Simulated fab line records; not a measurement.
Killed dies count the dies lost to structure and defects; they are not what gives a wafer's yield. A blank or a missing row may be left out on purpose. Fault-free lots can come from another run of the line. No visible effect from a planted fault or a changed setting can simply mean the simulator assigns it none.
fab line records ; flow gf180mcu ; part 2 of 2: steps 29 to 40 of 40
record lots=5; wafers=15; lastDay=31
route steps=602 shown CONTACT@304 M1@315 V1@335
lots that met no fault: from a run of the same line without faults
startH: hours from the record's first day to the start of the lot's first wafer shown ; waitH: how many hours have passed since the lot's step before this one ; " as in the row above ; L1.1+2: one row covering several wafers at once ; - no value, or no start given ; * or withheld: withheld ; < > ~ a bound
route shown NAME@n: a module of which the file shows steps, and the number in the route of the first ; usual: mean/standard deviation taken from wafers without a fault ; same: alike in all rows ; chamber/n: place in a boat ; sites: the reading at each site ; _std_site: standard deviation across them ; _edge_site: the outer-site mean with the inner-site mean subtracted ; radiusMm: how far each site lies from the wafer's centre ; mask NAME#n: copy n ; behind: the tool/chamber that last shaped the wafer ; hold: cause of the lot's hold/its duration in hours/its outcome ; device: whichever transistor did not switch (one of n, p or np) ; end of line: tests run on the same wafers once the route is complete ; a step without rows: its recipe alone ; killed: not the wafer's yield, but the dies lost to structure and defects at the first sort ; map: per-die view of a wafer (x killed, . not killed, _ where there is no die)
set.NAME: the setting the step ran with; set.NAME@STEP: the setting that earlier step ran with ; model.NAME: the simulator's own value behind a step, which no gauge read
lots seen at some steps along the route; tables by step, rows by wafer
services: when a tool's chamber went out of use (startH, in hours from the record's first day, below 0 if earlier), for how many hours, and the reason
## steps
# step GF_M1_STRIP_17
# recipe chemistry=O2/N2; powerW=1400; pressureMtorr=1500; platenTempC=250; o2FlowSccm=3000; n2FlowSccm=300; overashFraction=0.5
# usual drypumpMotorCurrentA=5.57/0.25; heaterPowerW=333/22; oesProductAu=0.558/0.0056; stripTimeToEndpointS=7.88/0.048
lot.wafer;tool;chamber;startH;waitH;drypumpMotorCurrentA;heaterPowerW;oesProductAu;rfHoursCounterH;stripTimeToEndpointS
L074.1;plasmaAsher-01;0;380.37;0.1;5.25;305;0.566;73;7.98
L074.3;plasmaAsher-01;0;380.37;0.1;5.25;320;0.560;-;7.90
L074.5;plasmaAsher-01;1;380.37;0.1;5.89;329;0.550;-;7.92
L075.1;plasmaAsher-04;0;392.13;0.1;5.38;318;0.555;60;7.91
L075.3;plasmaAsher-04;0;392.13;0.1;5.39;320;0.544;-;7.77
L075.6;plasmaAsher-04;0;392.13;0.1;5.37;305;0.564;-;7.85
L080.1;plasmaAsher-03;1;450.16;0.1;5.90;378;0.555;37;7.87
L080.2;plasmaAsher-03;0;450.16;0.1;5.51;324;0.560;37;7.76
L080.4;plasmaAsher-03;0;450.16;0.1;5.54;314;0.563;-;7.89
L082.2;plasmaAsher-04;1;458.23;0.1;5.41;333;0.555;67;7.86
L082.4;plasmaAsher-04;0;458.23;0.1;5.40;320;0.563;-;7.84
L082.6;plasmaAsher-04;1;458.23;0.1;5.39;341;0.562;-;7.82
L084.3;plasmaAsher-03;0;474.17;0.1;5.53;331;0.563;-;7.92
L084.4;plasmaAsher-03;1;474.17;0.1;5.90;375;0.568;-;7.91
L084.6;plasmaAsher-03;0;474.17;0.1;5.50;330;0.568;-;7.95
# step GF_M1_STRIP_18
# recipe chemistry=postEtchResidueRemover; timeS=1200; tempC=72.5
# usual bathHeatDutyPct=14.0/1.6
lot.wafer;tool;chamber;startH;waitH;bathHeatDutyPct
L074.1;wetBench-01;3;380.47;0.1;13.9
L074.3;wetBench-01;3;380.47;0.1;14.0
L074.5;wetBench-01;3;380.47;0.1;14.3
L075.1;wetBench-01;3;392.23;0.1;13.4
L075.3;wetBench-01;3;392.23;0.1;13.5
L075.6;wetBench-01;3;392.23;0.1;15.1
L080.1;wetBench-01;3;450.26;0.1;13.5
L080.2;wetBench-01;3;450.26;0.1;14.4
L080.4;wetBench-01;3;450.26;0.1;13.4
L082.2;wetBench-01;0;458.33;0.1;12.5
L082.4;wetBench-01;0;458.33;0.1;13.0
L082.6;wetBench-01;0;458.33;0.1;12.4
L084.3;wetBench-03;1;474.24;0.0;14.8
L084.4;wetBench-03;1;474.24;0.0;14.4
L084.6;wetBench-03;1;474.24;0.0;15.1
# step GF_M1_CLEAN_19
# recipe chemistry=DIW; dry=n2Spin
lot.wafer;tool;chamber;startH;waitH
L074.1+3+5;wetBench-04;2;380.84;0.0
L075.1+3+6;wetBench-04;2;392.57;0.0
L080.1+2+4;wetBench-03;3;450.64;0.0
L082.2+4+6;wetBench-03;2;458.67;0.0
L084.3+4+6;wetBench-04;3;474.58;0.0
# step GF_V1_CVD_00
# recipe material=SiO2; targetThkNm=600; sigmaOpenFrac=0.3; tempC=400; timeS=100; sih4FlowSccm=60; pressureMtorr=6
lot.wafer;tool;chamber;startH;waitH
L074.1+3+5;hdpcvd-01;2,1,2;380.93;0.0
L075.1+3+6;hdpcvd-02;1,2,0;392.76;0.0
L080.1+2+4;hdpcvd-01;2,0,0;450.84;0.0
L082.2+4+6;hdpcvd-01;1,0,2;458.76;0.0
L084.3+4+6;hdpcvd-02;1,2,1;474.67;0.0
# step GF_V1_THK_MEAS_01
# recipe reads=SiO2_of_V1_CVD_00
# usual V1_CVD_00_THK=598/5.8
lot.wafer;tool;chamber;startH;waitH;V1_CVD_00_THK[nm]
L074.1;filmMetro-03;-;381.00;0.0;603
L074.3;filmMetro-03;-;381.00;0.0;607
L074.5;filmMetro-03;-;381.00;0.0;607
L075.1;filmMetro-03;-;392.83;0.0;595
L075.3;filmMetro-03;-;392.83;0.0;598
L075.6;filmMetro-03;-;392.83;0.0;602
L080.1;filmMetro-03;-;450.91;0.0;599
L080.2;filmMetro-03;-;450.91;0.0;608
L080.4;filmMetro-03;-;450.91;0.0;596
L082.2;filmMetro-03;-;458.85;0.0;591
L082.4;filmMetro-03;-;458.85;0.0;589
L082.6;filmMetro-03;-;458.85;0.0;596
L084.3;filmMetro-04;-;474.76;0.1;599
L084.4;filmMetro-04;-;474.76;0.1;601
L084.6;filmMetro-04;-;474.76;0.1;605
# step GF_V1_CVD_02
# recipe material=SiO2; targetThkNm=850; precursor=TEOS; tempC=400; timeS=94.851; rfW=600
# usual heaterPowerW=768/180
lot.wafer;tool;chamber;startH;waitH;heaterPowerW
L074.1;pecvd-01;2;381.06;0.1;727
L074.3;pecvd-01;0;381.06;0.1;799
L074.5;pecvd-01;2;381.06;0.1;582
L075.1;pecvd-02;0;392.89;0.1;1241
L075.3;pecvd-02;2;392.89;0.1;983
L075.6;pecvd-02;1;392.89;0.1;627
L080.1;pecvd-02;0;450.97;0.1;973
L080.2;pecvd-02;1;450.97;0.1;597
L080.4;pecvd-02;1;450.97;0.1;638
L082.2;pecvd-02;2;458.90;0.0;796
L082.4;pecvd-02;1;458.90;0.0;656
L082.6;pecvd-02;2;458.90;0.0;889
L084.3;pecvd-01;2;474.84;0.1;611
L084.4;pecvd-01;1;474.84;0.1;651
L084.6;pecvd-01;1;474.84;0.1;510
# step GF_V1_THK_MEAS_03
# recipe reads=SiO2_of_V1_CVD_02
# usual V1_CVD_02_THK=849/12
lot.wafer;tool;chamber;startH;waitH;V1_CVD_02_THK[nm]
L074.1;filmMetro-03;-;381.13;0.0;855
L074.3;filmMetro-03;-;381.13;0.0;842
L074.5;filmMetro-03;-;381.13;0.0;869
L075.1;filmMetro-04;-;392.96;0.0;839
L075.3;filmMetro-04;-;392.96;0.0;844
L075.6;filmMetro-04;-;392.96;0.0;850
L080.1;filmMetro-04;-;451.04;0.0;842
L080.2;filmMetro-04;-;451.04;0.0;831
L080.4;filmMetro-04;-;451.04;0.0;833
L082.2;filmMetro-04;-;458.98;0.0;847
L082.4;filmMetro-04;-;458.98;0.0;848
L082.6;filmMetro-04;-;458.98;0.0;861
L084.3;filmMetro-03;-;474.93;0.1;870
L084.4;filmMetro-03;-;474.93;0.1;872
L084.6;filmMetro-03;-;474.93;0.1;875
# step GF_V1_CMP_04
# recipe material=SiO2; downForcePsi=4; platenRpm=60; padVelocityMS=0.94248
# usual motorCurrentA=11.6/0.78; retainingRingPressureFrac=0.999/0.0051; timeToEndpointS=80/6
lot.wafer;tool;chamber;startH;waitH;motorCurrentA;retainingRingPressureFrac;timeToEndpointS
L074.1;cmp-02;3;381.19;0.1;11.1;0.996;93
L074.3;cmp-02;2;381.19;0.1;12.0;1.003;81
L074.5;cmp-02;3;381.19;0.1;11.5;0.995;92
L075.1;cmp-01;0;393.12;0.1;11.4;0.994;79
L075.3;cmp-01;1;393.12;0.1;11.5;1.000;81
L075.6;cmp-01;3;393.12;0.1;12.5;1.006;82
L080.1;cmp-02;0;451.15;0.1;11.3;0.995;72
L080.2;cmp-02;1;451.15;0.1;10.5;0.994;72
L080.4;cmp-02;2;451.15;0.1;11.5;0.993;76
L082.2;cmp-02;0;459.08;0.1;10.6;0.997;77
L082.4;cmp-02;2;459.08;0.1;11.2;1.006;77
L082.6;cmp-02;3;459.08;0.1;11.0;1.007;85
L084.4;cmp-01;2;475.02;0.1;12.4;1.004;85
L084.3;cmp-01;0;475.02;0.1;11.3;1.001;83
L084.6;cmp-01;1;475.02;0.1;11.8;1.001;86
# step GF_V1_BOW_MEAS_05
# recipe mode=bow
# usual V1_BOW=81/7.7
lot.wafer;tool;chamber;startH;waitH;V1_BOW[um]
L074.1;filmMetro-04;-;381.49;0.2;77
L074.3;filmMetro-04;-;381.49;0.2;88
L074.5;filmMetro-04;-;381.49;0.2;78
L075.1;filmMetro-04;-;393.32;0.1;82
L075.3;filmMetro-04;-;393.32;0.1;64
L075.6;filmMetro-04;-;393.32;0.1;74
L080.1;filmMetro-03;-;451.40;0.2;74
L080.2;filmMetro-03;-;451.40;0.2;82
L080.4;filmMetro-03;-;451.40;0.2;69
L082.2;filmMetro-04;-;459.35;0.2;84
L082.4;filmMetro-04;-;459.35;0.2;85
L082.6;filmMetro-04;-;459.35;0.2;88
L084.3;filmMetro-01;-;475.31;0.1;85
L084.4;filmMetro-01;-;475.31;0.1;72
L084.6;filmMetro-01;-;475.31;0.1;96
# step GF_V1_DEHYDRATE_06
# recipe tempC=200; timeS=60
lot.wafer;tool;chamber;startH;waitH
L074.1+3+5;lithoTrack-04;0;391.94;10.4
L075.1+3+6;lithoTrack-04;0;403.89;10.6
L080.1+2+4;lithoTrack-03;0;463.06;11.6
L082.2+4+6;lithoTrack-04;0;470.87;11.5
L084.3+4+6;lithoTrack-01;0;486.95;11.6
# step GF_V1_HMDS_07
# recipe primeTimeS=60; primeTempC=120
lot.wafer;tool;chamber;startH;waitH
L074.1+3+5;lithoTrack-04;0;392.09;0.1
L075.1+3+6;lithoTrack-04;0;404.04;0.1
L080.1+2+4;lithoTrack-03;0;463.21;0.1
L082.2+4+6;lithoTrack-04;0;471.02;0.1
L084.3+4+6;lithoTrack-01;0;487.10;0.1
# step GF_V1_COAT_08
# recipe resist=BARC; tempC=withheld; timeS=withheld; spinRpm=withheld; resistThkNm=withheld
lot.wafer;tool;chamber;startH;waitH
L074.1+3+5;lithoTrack-04;0;392.24;0.1
L075.1+3+6;lithoTrack-04;0;404.19;0.1
L080.1+2+4;lithoTrack-03;0;463.36;0.1
L082.2+4+6;lithoTrack-04;0;471.17;0.1
L084.3+4+6;lithoTrack-01;0;487.25;0.1
## services
tool;chamber;startH;hours;kind
plasmaAsher-03;-;341.48;0.4;repair
pvdSputter-04;-;347.71;1.1;repair
plasmaAsher-01;-;348.78;2.8;pm
cmp-02;-;349.35;4.9;pm
hdpcvd-01;-;360.83;5.5;pm
rieMetal-01;-;362.69;0.1;repair
hdpcvd-01;-;375.95;1.0;repair
krfScanner-01;-;380.49;0.3;repair
cmp-01;-;396.61;5.4;pm
pecvd-02;-;399.19;2.2;repair
krfScanner-01;-;403.20;1.3;pm
cmp-02;-;404.04;4.0;pm
cmp-01;-;407.73;0.5;repair
cmp-01;-;415.01;1.3;repair
cmp-01;-;416.44;1.0;repair
plasmaAsher-01;-;421.25;9.0;pm
wetBench-04;-;429.42;3.6;repair
wetBench-01;-;433.53;7.5;repair
cmp-01;-;447.66;0.8;repair
cmp-01;-;450.89;6.0;repair
plasmaAsher-03;-;453.67;1.8;repair
plasmaAsher-03;-;459.65;2.8;pm
pecvd-02;-;465.24;6.0;pm
krfScanner-01;-;469.26;0.8;pm
